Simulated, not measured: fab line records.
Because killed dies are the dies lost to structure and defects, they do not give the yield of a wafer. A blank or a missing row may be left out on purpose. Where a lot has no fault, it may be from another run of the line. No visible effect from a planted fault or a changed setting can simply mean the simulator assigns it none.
Struck lot and sound lot, side by side | flow sfq line | 14 out of 325 route steps
Sound: the wafers L553.3, L553.5, L553.6. Wafers L550.2, L550.3, L550.4 were the ones struck. Last of all comes the cause.
For every step that has rows: the tool of each side, followed by ch and its chambers, followed by its first start. Under that, the readings that differ: sound wafers | struck wafers | difference of the means | sigmas: that difference in standard deviations of wafers without a fault.
alike: a reading whose means differ by less than 2 such deviations, as well as words and numbers matching on both sides. not compared: withheld readings; readings where some wafer has no value; bounds like >300 that might hide an equal value; numbers whose values overlap and for which the record gives no deviation.
The two part at a step that has a row with sigmas, a row that says differs or no value, or rows on one side only. Numbers that don't overlap but have no deviation are shown without sigmas and don't part them. Lack of a reading on every wafer of one side parts them only where that side has two or more wafers.

first, 6 steps without rows for these wafers: SFQ_TRILAYER_I3_VIA_LITHO_COAT_090 (resist thk 62 nm); SFQ_TRILAYER_I3_VIA_LITHO_COAT_085 (resist thk 650 nm); SFQ_TRILAYER_I3_VIA_LITHO_SOFTBAKE_089; SFQ_TRILAYER_I3_VIA_LITHO_EXPOSE_086 (exposes mask I3, target cd 500 nm); SFQ_TRILAYER_I3_VIA_LITHO_PEB_088 (peb time 60 s); SFQ_TRILAYER_I3_VIA_LITHO_DEVELOP_087 (time 60 s).
SFQ_I3_OVL_MEAS_923:
  sound on overlay-02 at day 49 12:40; struck on overlay-02 at day 49 01:52
  alike: I3_OVL
SFQ_TRILAYER_I3_VIA_BARC_OPEN_VIA_ETCH_121: etches BARC in O2, target depth 125 nm, time 41.7 s.
  sound on rie diel-04 ch 1,2,3, day 49 12:41; struck on rie diel-04 ch 0,2,3, day 49 01:53
  alike: drypump motor current A, oes product au
  not compared: rf hours counter h
SFQ_TRILAYER_I3_VIA_ETCH_VIA_ETCH_088: etches SiO2 in CHF3, stops on Nb, target depth 260 nm.
  sound on rie diel-04 ch 1,2,3, day 49 12:44; struck on rie diel-04 ch 0,2,3, day 49 01:56
  alike: drypump motor current A, oes product au
SFQ_TRILAYER_I3_VIA_STRIP_STRIP_089: strips in O2.
  sound on rie metal-02 ch 0,1, day 49 13:02; struck on rie metal-03 ch 0,1, day 49 02:02
  reading                     | sound             | struck            | difference | sigmas
  drypump motor current A (A) | 5.1 5.1 5.4       | 6.0 6.0 6.4       | +0.9       | +2
  oes product au (a.u.)       | 0.989 0.985 0.973 | 1.002 1.001 1.027 | +0.028     | +2
  not compared: rf hours counter h
then, 2 steps without rows for these wafers: SFQ_TRILAYER_I3_VIA_STRIP_SOLV_CLEAN_090 (cleans in NMP, time 600 s); SFQ_TRILAYER_M4_DEP_PRE_CLEAN_092 (time 22.5 s).
SFQ_TRILAYER_M4_DEP_SPUTTER_091: material Nb, target thk 200 nm, time 128.8 s.
  sound on pvd sputter-03 at day 49 13:40; struck on pvd sputter-05 at day 49 03:06
  alike: throttle valve pct
SFQ_M4_RS_MEAS_924: a four-point-probe measurement.
  sound on film metro-03 at day 49 13:47; struck on film metro-04 at day 49 03:30
  reading           | sound             | struck            | difference | sigmas
  M4_NB_RS (ohm/sq) | 0.913 0.909 0.914 | 0.462 0.459 0.451 | -0.455     | -38

WHERE THEY PART
Last at SFQ_M4_RS_MEAS_924 as far as this record goes, first at SFQ_TRILAYER_I3_VIA_STRIP_STRIP_089.

WHY: whatever the simulator had introduced
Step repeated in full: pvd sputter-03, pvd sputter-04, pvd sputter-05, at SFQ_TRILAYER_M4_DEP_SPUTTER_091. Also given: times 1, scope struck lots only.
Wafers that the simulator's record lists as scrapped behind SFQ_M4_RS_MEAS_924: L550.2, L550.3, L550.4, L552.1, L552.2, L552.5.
